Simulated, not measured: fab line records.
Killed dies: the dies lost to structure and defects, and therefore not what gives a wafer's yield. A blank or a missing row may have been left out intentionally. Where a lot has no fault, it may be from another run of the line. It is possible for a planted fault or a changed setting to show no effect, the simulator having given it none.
fab line records + flow sky130
[record]
- lots = 12
- wafers = 36
- lastDay = 51
route steps=708 shown GATE_OXIDE@192 VIA1@461 VIA3@575 PAD_OPEN@708
lots with no fault: from the same line, run without faults
startH: hours from the record's opening day to when the first of the lot's shown wafers began + waitH: hours since the lot's step before + " as in the row above + L1.1+2: several wafers, shown together as one row + - value missing, or start not given + * or withheld: withheld + < > ~ a bound
route shown NAME@n: names a module that has steps shown in the file, with the first one's number in the route + usual: mean and standard deviation over wafers with no fault + same: alike in all rows + chamber/n: place in a boat + sites: readings site by site + _std_site: standard deviation across them + _edge_site: the outer-site mean with the inner-site mean subtracted + radiusMm: for every site, how far away it sits from the centre of the wafer + mask NAME#n: copy n + behind: tool/chamber where the wafer was last shaped + hold: why the lot went on hold/how many hours it stayed there/how the hold came to an end + device: the transistor (n, p or np) that didn't switch + end of line: the same wafers' tests at the end of the route + where a step has no rows: the recipe by itself + killed: the dies lost at the first sort to structure and to defects; this is not the yield of the wafer + map: a wafer's dies, x killed, . not, _ none there
set.NAME: the setting that was run; set.NAME@STEP: the one run at that earlier step + model.NAME: the simulator's own value behind a step, which no gauge read
route steps across a sampled set of lots; one table per step, one row per wafer
services: a tool's chamber out of use, with start hour (startH, from the record's first day; less than 0 if before it), hours out, and reason
[[steps]]
[step SKY_GATE_OXIDE_COAT_05]
[recipe]
- resist = NOVOLAK
- spinRpm = 3000
- resistThkNm = 1140
| lot.wafer  | tool          | chamber | startH | waitH |
|------------|---------------|---------|--------|-------|
| L594.1+5+6 | lithoTrack-03 | 0       | 335.07 | 0.1   |
| L595.1+2+3 | lithoTrack-02 | 0       | 335.10 | 0.1   |
| L598.3+5+6 | lithoTrack-03 | 0       | 371.57 | 0.1   |
| L600.2+4+6 | lithoTrack-01 | 0       | 377.41 | 0.1   |
| L601.2+3+6 | lithoTrack-03 | 0       | 387.10 | 0.1   |
| L602.1+5+6 | lithoTrack-03 | 0       | 393.57 | 0.1   |
| L604.1+4+5 | lithoTrack-03 | 0       | 410.57 | 0.1   |
| L607.2+3+6 | lithoTrack-02 | 0       | 448.52 | 0.1   |
| L609.1+5+6 | lithoTrack-02 | 0       | 461.20 | 0.1   |
| L612.1+2+5 | lithoTrack-02 | 0       | 483.45 | 0.1   |
| L613.4+5+6 | lithoTrack-03 | 0       | 495.00 | 0.1   |
| L614.1+4+6 | lithoTrack-01 | 0       | 504.39 | 0.1   |
[step SKY_GATE_OXIDE_STRIP_13]
[recipe]
- chemistry = O2/N2
- powerW = 1400
- pressureMtorr = 1500
- platenTempC = withheld
- o2FlowSccm = 3000
- n2FlowSccm = 300
- overashFraction = 0.5
[usual]
- drypumpMotorCurrentA = 5.6/0.33
- oesProductAu = 0.715/0.0047
- stripTimeToEndpointS = 14.18/0.046
| lot.wafer | tool           | chamber | startH | waitH | drypumpMotorCurrentA | oesProductAu | rfHoursCounterH | stripTimeToEndpointS |
|-----------|----------------|---------|--------|-------|----------------------|--------------|-----------------|----------------------|
| L594.1    | plasmaAsher-03 | 1       | 348.48 | 0.0   | 6.4                  | 0.707        | 52              | 14.18                |
| L594.5    | "              | 1       | "      | "     | 6.5                  | 0.712        | -               | 14.20                |
| L594.6    | "              | 0       | "      | "     | 5.3                  | 0.711        | -               | 14.20                |
| L595.1    | plasmaAsher-04 | 0       | 349.11 | 0.0   | 5.6                  | 0.706        | 66              | 14.14                |
| L595.2    | "              | 1       | "      | "     | 5.6                  | 0.715        | 66              | 14.17                |
| L595.3    | "              | 1       | "      | "     | 5.6                  | 0.709        | -               | 14.19                |
| L598.3    | plasmaAsher-04 | 1       | 386.41 | 0.0   | 5.6                  | 0.710        | -               | 14.14                |
| L598.5    | "              | 0       | "      | "     | 5.5                  | 0.715        | -               | 14.15                |
| L598.6    | "              | 1       | "      | "     | 5.6                  | 0.714        | -               | 14.15                |
| L600.2    | plasmaAsher-02 | 1       | 392.41 | 0.0   | 5.4                  | 0.720        | 69              | 14.21                |
| L600.4    | "              | 1       | "      | "     | 5.4                  | 0.708        | -               | 14.22                |
| L600.6    | "              | 0       | "      | "     | 5.5                  | 0.719        | -               | 14.17                |
| L601.2    | plasmaAsher-03 | 0       | 402.14 | 0.0   | 5.3                  | 0.621        | 55              | 9.31                 |
| L601.3    | "              | 0       | "      | "     | 5.3                  | 0.620        | -               | 9.29                 |
| L601.6    | "              | 0       | "      | "     | 5.3                  | 0.621        | -               | 9.26                 |
| L602.1    | plasmaAsher-04 | 0       | 408.46 | 0.0   | 5.6                  | 0.620        | 72              | 9.32                 |
| L602.5    | "              | 1       | "      | "     | 5.6                  | 0.623        | -               | 9.34                 |
| L602.6    | "              | 0       | "      | "     | 5.5                  | 0.622        | -               | 9.27                 |
| L604.1    | plasmaAsher-03 | 0       | 426.21 | 0.0   | 5.3                  | 0.621        | 57              | 9.25                 |
| L604.4    | "              | 1       | "      | "     | 6.4                  | 0.621        | -               | 9.27                 |
| L604.5    | "              | 0       | "      | "     | 5.3                  | 0.622        | -               | 9.31                 |
| L607.2    | plasmaAsher-04 | 0       | 464.56 | 0.0   | 5.5                  | 0.709        | 78              | 14.14                |
| L607.3    | "              | 0       | "      | "     | 5.5                  | 0.714        | -               | 14.14                |
| L607.6    | "              | 0       | "      | "     | 5.6                  | 0.717        | -               | 14.14                |
| L609.1    | plasmaAsher-02 | 1       | 477.19 | 0.0   | 5.4                  | 0.713        | 4               | 14.12                |
| L609.5    | "              | 0       | "      | "     | 5.4                  | 0.717        | -               | 14.11                |
| L609.6    | "              | 1       | "      | "     | 5.4                  | 0.719        | -               | 14.12                |
| L612.1    | plasmaAsher-04 | 0       | 499.59 | 0.0   | 5.5                  | 0.710        | 82              | 14.07                |
| L612.2    | "              | 1       | "      | "     | 5.6                  | 0.719        | 82              | 14.08                |
| L612.5    | "              | 0       | "      | "     | 5.6                  | 0.717        | -               | 14.13                |
| L613.4    | plasmaAsher-02 | 0       | 510.41 | 0.0   | 5.5                  | 0.713        | -               | 14.23                |
| L613.5    | "              | 0       | "      | "     | 5.4                  | 0.722        | -               | 14.20                |
| L613.6    | "              | 1       | "      | "     | 5.4                  | 0.724        | -               | 14.24                |
| L614.1    | plasmaAsher-02 | 0       | 519.46 | 0.0   | 5.5                  | 0.722        | 8               | 14.21                |
| L614.4    | "              | 0       | "      | "     | 5.5                  | 0.713        | -               | 14.25                |
| L614.6    | "              | 0       | "      | "     | 5.4                  | 0.716        | -               | 14.19                |
[step SKY_VIA1_BOW_MEAS_03]
[recipe]
- mode = bow
[usual]
- VIA1_BOW = 83/7.2
| lot.wafer | tool         | chamber | startH | waitH | VIA1_BOW[um] |
|-----------|--------------|---------|--------|-------|--------------|
| L594.1    | filmMetro-04 | -       | 807.87 | 0.2   | 105          |
| L594.5    | "            | -       | "      | "     | 85           |
| L594.6    | "            | -       | "      | "     | 76           |
| L595.1    | filmMetro-02 | -       | 807.90 | 0.1   | 84           |
| L595.2    | "            | -       | "      | "     | 72           |
| L595.3    | "            | -       | "      | "     | 87           |
| L598.3    | filmMetro-02 | -       | 840.36 | 0.2   | 78           |
| L598.5    | "            | -       | "      | "     | 82           |
| L598.6    | "            | -       | "      | "     | 85           |
| L600.2    | filmMetro-03 | -       | 848.09 | 0.1   | 88           |
| L600.4    | "            | -       | "      | "     | 85           |
| L600.6    | "            | -       | "      | "     | 91           |
| L601.2    | filmMetro-03 | -       | 856.31 | 0.1   | 74           |
| L601.3    | "            | -       | "      | "     | 78           |
| L601.6    | "            | -       | "      | "     | 72           |
| L602.1    | filmMetro-03 | -       | 859.37 | 0.1   | 93           |
| L602.5    | "            | -       | "      | "     | 97           |
| L602.6    | "            | -       | "      | "     | 83           |
| L604.1    | filmMetro-04 | -       | 889.60 | 0.1   | 79           |
| L604.4    | "            | -       | "      | "     | 81           |
| L604.5    | "            | -       | "      | "     | 82           |
| L607.2    | filmMetro-02 | -       | 918.61 | 0.2   | 91           |
| L607.3    | "            | -       | "      | "     | 90           |
| L607.6    | "            | -       | "      | "     | 83           |
| L609.1    | filmMetro-04 | -       | 939.19 | 0.1   | 73           |
| L609.5    | "            | -       | "      | "     | 78           |
| L609.6    | "            | -       | "      | "     | 78           |
| L612.1    | filmMetro-02 | -       | 942.64 | 0.1   | 75           |
| L612.2    | "            | -       | "      | "     | 83           |
| L612.5    | "            | -       | "      | "     | 93           |
| L613.4    | filmMetro-02 | -       | 948.68 | 0.2   | 80           |
| L613.5    | "            | -       | "      | "     | 89           |
| L613.6    | "            | -       | "      | "     | 92           |
| L614.1    | filmMetro-04 | -       | 955.18 | 0.1   | 93           |
| L614.4    | "            | -       | "      | "     | 90           |
| L614.6    | "            | -       | "      | "     | 76           |
[step SKY_VIA1_ETCH_14]
[recipe]
- chemistry = N2/H2
- target = BARC
- ionEnergyEv = 200
- sourceW = 500
- biasW = 100
- pressureMtorr = 30
- n2FlowSccm = 100
- h2FlowSccm = 200
- stopOn = SiO2
- timeS = 45.9
- targetDepthA = 600
[usual]
- drypumpMotorCurrentA = 5.8/0.41
- oesProductAu = 0.854/0.0046
- throttleValvePct = 13.224/0.0094
| lot.wafer | tool       | chamber | startH | waitH | drypumpMotorCurrentA | oesProductAu | rfHoursCounterH | throttleValvePct |
|-----------|------------|---------|--------|-------|----------------------|--------------|-----------------|------------------|
| L594.1    | rieDiel-01 | 0       | 835.13 | 0.0   | 6.0                  | 0.851        | 11              | 13.214           |
| L594.5    | "          | 3       | "      | "     | 5.6                  | 0.850        | -               | 13.251           |
| L594.6    | "          | 0       | "      | "     | 6.0                  | 0.855        | -               | 13.229           |
| L595.1    | rieDiel-03 | 3       | 835.30 | 0.0   | 5.8                  | 0.852        | 6               | 13.217           |
| L595.2    | "          | 0       | "      | "     | 5.7                  | 0.858        | 25              | 13.218           |
| L595.3    | "          | 2       | "      | "     | 6.4                  | 0.849        | 27              | 13.226           |
| L598.3    | rieDiel-01 | 3       | 866.79 | 0.0   | 5.6                  | 0.853        | 1               | 13.221           |
| L598.5    | "          | 2       | "      | "     | 6.4                  | 0.845        | -               | 13.216           |
| L598.6    | "          | 1       | "      | "     | 5.1                  | 0.856        | -               | 13.230           |
| L600.2    | rieDiel-01 | 0       | 873.74 | 0.0   | 6.0                  | 0.850        | 12              | 13.222           |
| L600.4    | "          | 1       | "      | "     | 5.0                  | 0.856        | -               | 13.212           |
| L600.6    | "          | 0       | "      | "     | 5.9                  | 0.854        | -               | 13.224           |
| L601.2    | rieDiel-01 | 2       | 882.00 | 0.0   | 6.5                  | 0.860        | 1               | 13.231           |
| L601.3    | "          | 1       | "      | "     | 5.0                  | 0.843        | 14              | 13.227           |
| L601.6    | "          | 2       | "      | "     | 6.5                  | 0.855        | -               | 13.233           |
| L602.1    | rieDiel-04 | 1       | 884.93 | 0.0   | 5.3                  | 0.853        | 9               | 13.227           |
| L602.5    | "          | 1       | "      | "     | 5.2                  | 0.851        | -               | 13.216           |
| L602.6    | "          | 0       | "      | "     | 5.7                  | 0.853        | -               | 13.226           |
| L604.1    | rieDiel-01 | 2       | 916.03 | 0.0   | 6.5                  | 0.849        | 2               | 13.224           |
| L604.4    | "          | 0       | "      | "     | 6.0                  | 0.851        | 13              | 13.235           |
| L604.5    | "          | 2       | "      | "     | 6.4                  | 0.842        | -               | 13.233           |
| L607.2    | rieDiel-01 | 0       | 944.73 | 0.0   | 6.0                  | 0.856        | 14              | 13.213           |
| L607.3    | "          | 2       | "      | "     | 6.4                  | 0.857        | 4               | 13.228           |
| L607.6    | "          | 2       | "      | "     | 6.4                  | 0.856        | -               | 13.222           |
| L609.1    | rieDiel-03 | 1       | 963.68 | 0.0   | 5.5                  | 0.855        | 15              | 13.231           |
| L609.5    | "          | 3       | "      | "     | 5.8                  | 0.850        | -               | 13.208           |
| L609.6    | "          | 1       | "      | "     | 5.5                  | 0.846        | -               | 13.228           |
| L612.1    | rieDiel-04 | 2       | 967.10 | 0.0   | 5.8                  | 0.858        | 6               | 13.216           |
| L612.2    | "          | 0       | "      | "     | 5.7                  | 0.853        | 4               | 13.203           |
| L612.5    | "          | 0       | "      | "     | 5.7                  | 0.860        | -               | 13.212           |
| L613.4    | rieDiel-03 | 3       | 973.27 | 0.0   | 5.8                  | 0.859        | -               | 13.215           |
| L613.5    | "          | 1       | "      | "     | 5.5                  | 0.853        | -               | 13.220           |
| L613.6    | "          | 0       | "      | "     | 5.7                  | 0.852        | -               | 13.218           |
| L614.1    | rieDiel-04 | 3       | 980.55 | 0.0   | 6.3                  | 0.853        | 13              | 13.240           |
| L614.4    | "          | 0       | "      | "     | 5.7                  | 0.853        | 4               | 13.213           |
| L614.6    | "          | 1       | "      | "     | 5.3                  | 0.846        | -               | 13.229           |
[step SKY_VIA3_CMP_02]
[recipe]
- material = SiO2
- downForcePsi = 4
- platenRpm = 60
- padVelocityMS = 0.94248
[usual]
- edgeZonePressureFrac = 1.000/0.0051
- motorCurrentA = 12.5/1.5
| lot.wafer | tool   | chamber | startH  | waitH | edgeZonePressureFrac | motorCurrentA |
|-----------|--------|---------|---------|-------|----------------------|---------------|
| L595.3    | cmp-01 | 0       | 945.80  | 0.0   | 0.998                | 13.6          |
| L595.2    | "      | 1       | "       | "     | 0.997                | 12.6          |
| L595.1    | "      | 2       | "       | "     | 1.001                | 14.0          |
| L594.1    | cmp-01 | 0       | 946.33  | 0.1   | 1.000                | 13.5          |
| L594.5    | "      | 3       | "       | "     | 1.000                | 15.7          |
| L594.6    | "      | 0       | "       | "     | 0.997                | 12.8          |
| L598.3    | cmp-02 | 2       | 976.48  | 1.1   | 1.001                | 13.3          |
| L598.6    | "      | 1       | "       | "     | 1.007                | 13.2          |
| L598.5    | "      | 2       | "       | "     | 1.010                | 13.2          |
| L600.4    | cmp-02 | 0       | 980.99  | 0.1   | 1.003                | 10.4          |
| L600.2    | "      | 1       | "       | "     | 1.000                | 12.2          |
| L600.6    | "      | 3       | "       | "     | 1.000                | 11.0          |
| L601.2    | cmp-02 | 1       | 988.66  | 0.1   | 0.999                | 12.6          |
| L601.3    | "      | 2       | "       | "     | 0.999                | 14.1          |
| L601.6    | "      | 1       | "       | "     | 0.992                | 12.8          |
| L602.1    | cmp-02 | 1       | 991.14  | 0.1   | 0.997                | 12.5          |
| L602.6    | "      | 0       | "       | "     | 0.997                | 10.3          |
| L602.5    | "      | 1       | "       | "     | 1.000                | 12.4          |
| L604.4    | cmp-01 | 2       | 1021.20 | 0.1   | 0.999                | 13.3          |
| L604.1    | "      | 3       | "       | "     | 0.996                | 15.6          |
| L604.5    | "      | 0       | "       | "     | 1.006                | 12.0          |
| L607.3    | cmp-02 | 2       | 1047.34 | 0.4   | 0.990                | 14.1          |
| L607.2    | "      | 3       | "       | "     | 0.999                | 10.7          |
| L607.6    | "      | 2       | "       | "     | 1.000                | 13.9          |
| L609.1    | cmp-01 | 3       | 1063.52 | 0.2   | 1.000                | 16.0          |
| L609.5    | "      | 0       | "       | "     | 0.995                | 12.8          |
| L609.6    | "      | 1       | "       | "     | 0.995                | 12.3          |
| L612.2    | cmp-02 | 0       | 1067.98 | 0.1   | 1.000                | 10.4          |
| L612.1    | "      | 2       | "       | "     | 1.000                | 13.4          |
| L612.5    | "      | 0       | "       | "     | 1.000                | 9.9           |
| L613.4    | cmp-01 | 0       | 1075.02 | 0.4   | 0.999                | 13.0          |
| L613.5    | "      | 2       | "       | "     | 1.000                | 13.0          |
| L613.6    | "      | 3       | "       | "     | 0.998                | 16.5          |
| L614.1    | cmp-02 | 0       | 1080.09 | 0.1   | 0.995                | 10.2          |
| L614.4    | "      | 3       | "       | "     | 1.000                | 11.4          |
| L614.6    | "      | 1       | "       | "     | 1.003                | 12.7          |
[step SKY_PAD_OPEN_PROBE_99]
[usual]
- killed_at_M0_to_M3 = 43/6.6
- killed_at_M4_up = 3.1/1.9
- killedAtContacts = 24/5.2
- killedAtFrontEnd = 16/4.5
- killedAtOther = 0.4/0.62
- killedDies = 87/9
- killedOpen = 48/7
- killedShort = 39/6.2
[same]
- grossDies = 492
- killedAtBackSide = 0
| lot.wafer | tool      | chamber | startH  | waitH | killed_at_M0_to_M3 | killed_at_M4_up | killedAtContacts | killedAtFrontEnd | killedAtOther | killedDies | killedOpen | killedShort |
|-----------|-----------|---------|---------|-------|--------------------|-----------------|------------------|------------------|---------------|------------|------------|-------------|
| L601.2    | prober-01 | -       | 1150.70 | 0.1   | 33                 | 4               | 23               | 18               | 0             | 78         | 38         | 39          |
| L601.6    | prober-01 | -       | 1150.90 | 0.2   | 44                 | 9               | 32               | 11               | 0             | 96         | 51         | 43          |
| L602.1    | prober-02 | -       | 1152.15 | 0.1   | 43                 | 0               | 32               | 15               | 2             | 92         | 49         | 41          |
| L602.6    | prober-02 | -       | 1152.40 | 0.2   | 44                 | 4               | 28               | 23               | 0             | 99         | 56         | 42          |
| L604.4    | prober-02 | -       | 1175.53 | 0.2   | 50                 | 2               | 20               | 19               | 0             | 91         | 44         | 43          |
// killed by level:class
L601.2 VIA1:geometricParticle:open=9 POLY_GATE:geometricParticle:short=8 CONTACT:geometricParticle:open=8 LI_CONTACT:geometricParticle:open=6 METAL2:geometricParticle:short=6 METAL1:geometricParticle:short=4 VIA1:geometricParticle:short=4 VIA2:geometricParticle:open=4
L601.6 CONTACT:geometricParticle:open=9 VIA1:geometricParticle:open=9 VIA2:geometricParticle:open=9 LOCAL_INTERCONNECT:geometricParticle:short=8 VIA1:geometricParticle:short=8 METAL4:geometricParticle:short=8 LI_CONTACT:geometricParticle:open=7 FIELD_ISO:geometricParticle:open=5
L602.1 CONTACT:geometricParticle:open=12 VIA1:geometricParticle:open=10 VIA2:geometricParticle:open=9 CONTACT:geometricParticle:short=7 VIA3:geometricParticle:open=6 POLY_GATE:geometricParticle:short=5 LI_CONTACT:geometricParticle:open=5 LI_CONTACT:geometricParticle:short=4
L602.6 CONTACT:geometricParticle:open=14 VIA1:geometricParticle:open=7 VIA2:geometricParticle:open=7 VIA3:geometricParticle:open=7 FIELD_ISO:geometricParticle:short=6 POLY_GATE:geometricParticle:short=6 LI_CONTACT:geometricParticle:open=6 POLY_GATE:geometricParticle:open=5
L604.4 METAL1:geometricParticle:short=8 VIA2:geometricParticle:open=8 CONTACT:geometricParticle:open=7 VIA1:geometricParticle:open=7 VIA3:geometricParticle:open=7 VIA3:geometricParticle:short=5 POLY_GATE:geometricParticle:short=4 LI_CONTACT:geometricParticle:open=4
[[services]]
| tool       | chamber | startH  | hours | kind   |
|------------|---------|---------|-------|--------|
| cmp-02     | -       | 313.46  | 61.5  | repair |
| cmp-01     | -       | 392.27  | 4.4   | repair |
| cmp-02     | -       | 406.87  | 3.2   | repair |
| rieDiel-01 | -       | 409.35  | 0.4   | repair |
| cmp-02     | -       | 418.95  | 7.9   | pm     |
| rieDiel-01 | 2       | 433.43  | 2.8   | repair |
| cmp-02     | -       | 444.59  | 5.9   | repair |
| cmp-02     | -       | 496.87  | 5.2   | repair |
| rieDiel-01 | 1       | 549.28  | 2.5   | repair |
| cmp-02     | -       | 562.08  | 4.3   | repair |
| cmp-02     | -       | 572.00  | 4.0   | pm     |
| cmp-02     | -       | 593.96  | 3.7   | pm     |
| cmp-02     | -       | 613.03  | 2.4   | repair |
| rieDiel-01 | 2       | 773.41  | 15.3  | repair |
| cmp-02     | -       | 867.86  | 8.9   | pm     |
| rieDiel-01 | 3       | 871.08  | 19.1  | repair |
| cmp-02     | -       | 881.98  | 0.5   | repair |
| rieDiel-01 | 0       | 896.23  | 9.7   | repair |
| cmp-02     | -       | 912.00  | 4.0   | pm     |
| rieDiel-01 | 3       | 946.16  | 3.8   | repair |
| cmp-02     | -       | 962.96  | 6.8   | pm     |
| rieDiel-01 | 0       | 1027.72 | 2.6   | repair |
| rieDiel-01 | 0       | 1044.58 | 5.7   | repair |
| cmp-02     | -       | 1074.13 | 1.3   | repair |
[[key]]
[firstSign]
- step = SKY_GATE_OXIDE_STRIP_13
- reading = stripTimeToEndpointS
- direction = down
- sigmas = 99+
- usual = *
- struck = *
[effect]
- step = SKY_GATE_OXIDE_STRIP_13
- reading = oesProductAu
- direction = down
- sigmas = 20
- usual = 0.715
- struck = 0.622
metAt SKY_GATE_OXIDE_COAT_05
struckLots L601,L602,L604
testerLeftOut L601,L602,L604
notActingAt SKY_VIA1_BOW_MEAS_03,SKY_VIA1_ETCH_14,SKY_VIA3_CMP_02
onsetBetween 371.57 387.10
[fault]
- kind = processParameterDrift
- tool = lithoTrack-03
- chamber = -
- onsetH = 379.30
- steps = SKY_GATE_OXIDE_COAT_05
- channel = resistThkNm
- offset = -425.88
- shape = step
- endH = 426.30
- actsIn = theseRecipesOnly
- stated = 1140
// testerLeftOut: of these lots the tester's yield and bins aren't shown, on N5 and GAA mostly nor the transistor test; their killed dies are dies lost to structure and defects alone, not to doping, threshold or leakage, so they don't give the yield
